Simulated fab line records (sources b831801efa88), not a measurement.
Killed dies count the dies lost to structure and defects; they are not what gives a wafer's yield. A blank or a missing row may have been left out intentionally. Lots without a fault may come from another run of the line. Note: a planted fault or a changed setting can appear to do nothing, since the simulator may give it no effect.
Chamber matching	flow sky130	cmp-02 running SKY_VIA3_CMP_24: 4 sister chambers
The step polishes, stops on SiO2, t overpolish 20 s, target thk 0 nm. 14 wafers are shown with their chamber, then 7 later ones without.

## EACH WAFER AND ITS CHAMBER
wafer	chamber	motor-current-A (A)	time-to-endpoint-s (s)	retaining-ring-pressure-frac
L406.2	0	9.7	97	1.005
L406.4	3	10.3	90	1.007
L406.6	3	10.0	92	1.002
L407.2	2	9.8	96	0.994
L407.4	1	13.1	97	0.997
L407.5	3	10.4	92	0.993
L412.2	3	10.2	88	0.999
L412.3	2	10.1	99	0.999
L412.5	2	9.8	93	1.001
L416.1	2	9.8	97	0.999
L416.3	1	12.4	92	0.997
L416.4	3	10.9	92	0.998
L422.2	2	10.2	94	1.009
L422.3	0	9.5	93	1.001

SIGNATURES (means of the wafers above)
reading	chamber 0	chamber 1	chamber 2	chamber 3	scatter within a chamber
motor-current-A	9.600	12.750	9.940	10.360	0.295
time-to-endpoint-s	95.00	94.50	95.80	90.80	2.37
retaining-ring-pressure-frac	1.00300	0.99700	1.00040	0.99980	0.00484
Rule: distance of a wafer from a chamber = root of the sum over the readings of ((wafer's reading minus chamber's mean) / reading's scatter) squared. The wafer belongs to the nearest chamber; if the next one is less than 2 further off, it can't be placed. The scatter: take each reading less its chamber's mean, square it, sum over the shown wafers, divide by the number of wafers less the number of chambers, and take the root.

## WAFERS WITHOUT THEIR CHAMBER
wafer	motor-current-A (A)	time-to-endpoint-s (s)	retaining-ring-pressure-frac
L422.5	11.1	91	0.997
L423.1	12.6	93	1.002
L423.2	9.8	95	0.998
L423.3	9.2	98	1.000
L424.2	10.1	88	1.002
L424.3	12.8	91	1.003
L424.4	9.8	91	1.001

## EACH ONE'S CHAMBER
wafer	from the rows above	in truth
L422.5	can't be placed: 3 or 2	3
L423.1	1	1
L423.2	can't be placed: 2 or 0 or 3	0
L423.3	can't be placed: 0 or 2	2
L424.2	can't be placed: 3 or 2 or 0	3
L424.3	1	1
L424.4	can't be placed: 0 or 3 or 2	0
Correct placement for 2 of the 7. These rows do not allow placing 5 (true chamber among the candidates in 5). Wrongly placed: 0.
